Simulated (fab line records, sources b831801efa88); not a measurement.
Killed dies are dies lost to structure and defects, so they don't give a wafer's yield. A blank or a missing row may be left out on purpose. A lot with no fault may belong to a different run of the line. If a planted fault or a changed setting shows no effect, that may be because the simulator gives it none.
What tool caused it? -- flow sky130 -- 24 lots, 72 wafers sampled, at 3 steps of a route of 708

## WHAT EACH GAUGE READ, for each wafer
SKY_SD_N_RS_MEAS_18: the measuring method here is four-point-probe. Usual: for RES_XHIGH_RS the level is 333.2 ohm/sq and the standard deviation is 1.3.
lot,measured,on,RES_XHIGH_RS (ohm/sq),flag
L074,day 27 15:44,filmMetro-01,331.2 332.0 333.1,
L075,day 28 11:50,filmMetro-02,333.3 333.2 332.8,
L076,day 28 15:46,filmMetro-01,331.1 331.5 332.1,
L077,day 28 22:14,filmMetro-01,333.1 333.9 333.2,
L078,day 29 05:39,filmMetro-01,333.6 333.2 333.4,
L079,day 29 17:41,filmMetro-02,331.8 332.8 333.2,
L080,day 29 22:58,filmMetro-04,332.7 333.0 334.3,
L081,day 30 14:56,filmMetro-02,334.2 333.6 334.0,
L082,day 30 23:01,filmMetro-04,332.1 333.1 331.6,
L083,day 31 09:32,filmMetro-04,335.3 334.3 335.0,
L084,day 31 09:47,filmMetro-01,332.7 330.7 332.0,
L086,day 31 21:22,filmMetro-04,335.6 333.9 335.3,
L085,day 32 00:44,filmMetro-01,332.8 332.6 332.6,
L087,day 32 10:56,filmMetro-02,333.5 333.9 334.3,
L088,day 32 19:00,filmMetro-04,333.6 334.3 334.2,
L089,day 33 08:53,filmMetro-01,333.7 333.2 334.2,
L090,day 33 11:35,filmMetro-04,332.6 332.5 332.5,
L091,day 34 02:30,filmMetro-04,334.7 335.0 335.9,
L092,day 34 02:32,filmMetro-02,332.8 333.8 332.4,
L093,day 34 05:22,filmMetro-01,331.4 331.2 330.6,
L094,day 35 10:29,filmMetro-02,333.3 335.0 335.0,
L097,day 35 23:16,filmMetro-02,333.1 332.4 333.8,
L096,day 36 02:26,filmMetro-02,331.2 332.5 331.5,
L095,day 36 03:32,filmMetro-01,334.3 333.4 334.0,

SKY_VIA1_OVL_MEAS_13. Usual: for VIA1_OVL the level is 0 nm and the standard deviation is 5.2.
lot,measured,on,VIA1_OVL (nm),flag
L074,day 33 18:26,overlay-01,1 -3 6,
L075,day 34 11:47,overlay-01,6 0 1,
L076,day 34 15:03,overlay-02,-7 -2 -2,
L077,day 34 20:23,overlay-02,-1 7 1,
L078,day 35 04:39,overlay-02,-7 -1 -1,
L079,day 35 16:32,overlay-02,-9 -10 -13,
L080,day 35 20:59,overlay-02,-6 -6 -9,
L081,day 36 12:08,overlay-01,2 8 6,
L082,day 36 18:15,overlay-02,4 -4 2,
L083,day 37 05:09,overlay-01,-2 5 4,
L084,day 37 06:09,overlay-01,1 6 -4,
L086,day 37 17:09,overlay-01,-8 -5 3,
L085,day 37 18:20,overlay-02,-5 -1 -3,
L087,day 38 04:32,overlay-01,0 3 0,
L088,day 38 10:58,overlay-01,10 15 5,
L089,day 39 01:50,overlay-02,3 -1 6,
L090,day 39 02:58,overlay-01,-2 1 -5,
L091,day 39 17:33,overlay-02,12 13 7,
L092,day 39 19:14,overlay-02,0 -3 -4,
L093,day 39 20:32,overlay-02,4 4 -3,
L094,day 41 00:53,overlay-02,-5 -5 2,
L097,day 41 11:50,overlay-01,-1 1 -1,
L096,day 41 14:29,overlay-02,4 3 3,
L095,day 41 18:04,overlay-01,-2 -1 0,

## EACH LOT AND THE TOOL THAT RAN IT (in order: tool; ch and the chambers of the sampled wafers; start)
lot,SKY_CONTACT_CVD_24
L074,"cvdW-02 ch 0,1, day 31 09:23"
L075,"cvdW-02 ch 0, day 32 03:36"
L076,"cvdW-01 ch 0,1, day 32 08:18"
L077,"cvdW-02 ch 0,1, day 32 12:33"
L078,"cvdW-01 ch 0,1, day 32 21:47"
L079,"cvdW-01 ch 0,1, day 33 09:32"
L080,"cvdW-01 ch 0,1, day 33 14:13"
L081,"cvdW-02 ch 0,1, day 34 05:32"
L082,"cvdW-02 ch 0,1, day 34 11:11"
L083,"cvdW-01 ch 0,1, day 34 22:52"
L084,"cvdW-02 ch 1, day 34 22:58"
L086,"cvdW-02 ch 0,1, day 35 10:43"
L085,"cvdW-01 ch 0,1, day 35 12:30"
L087,"cvdW-02 ch 0,1, day 35 23:43"
L088,"cvdW-02 ch 0,1, day 36 06:10"
L089,"cvdW-02 ch 0,1, day 36 19:37"
L090,"cvdW-02 ch 0,1, day 36 20:47"
L091,"cvdW-01 ch 0,1, day 37 12:50"
L092,"cvdW-02 ch 0,1, day 37 13:42"
L093,"cvdW-02 ch 0, day 37 15:48"
L094,"cvdW-02 ch 1, day 38 21:11"
L097,"cvdW-01 ch 0,1, day 39 08:17"
L096,"cvdW-01 ch 0,1, day 39 10:47"
L095,"cvdW-01 ch 0,1, day 39 14:14"
- SKY_CONTACT_CVD_24: deposits W, target thk 340 nm, time 102.12 s.

## WHAT THE TOOLS THEMSELVES READ (means of the sampled wafers that have a number; where no wafer has one, the mark that the record gives instead)
SKY_CONTACT_CVD_24. Usual: heaterPowerW reads 857 W (standard deviation 79).
lot,tool,heaterPowerW (W),flag
L074,cvdW-02,809,
L075,cvdW-02,922,
L076,cvdW-01,898,
L077,cvdW-02,799,
L078,cvdW-01,887,
L079,cvdW-01,892,
L080,cvdW-01,895,
L081,cvdW-02,885,
L082,cvdW-02,820,
L083,cvdW-01,863,
L084,cvdW-02,755,
L086,cvdW-02,873,
L085,cvdW-01,863,
L087,cvdW-02,808,
L088,cvdW-02,824,
L089,cvdW-02,814,
L090,cvdW-02,815,
L091,cvdW-01,871,
L092,cvdW-02,863,
L093,cvdW-02,943,
L094,cvdW-02,757,
L097,cvdW-01,856,
L096,cvdW-01,873,
L095,cvdW-01,865,

## THE ANSWER, worked out from the rows above alone
Rule: take the mean of a lot's wafers that have a number; if it is more than 3 standard deviations from the usual mean, the lot is off. A lot without any number at a reading at which 4 lots or more have one is off too. All remaining lots with rows at the step are treated as sound. Order of review: gauges by route order, followed by the tools' own readings, for which a lot's mean as printed above is used. At the first step where some lot is off, the reading lying furthest off is the one used; lots without a number count as furthest.
No lot is off at any reading shown: from this, nothing can be told.

## WHAT HAD BEEN PUT IN BY THE SIMULATOR
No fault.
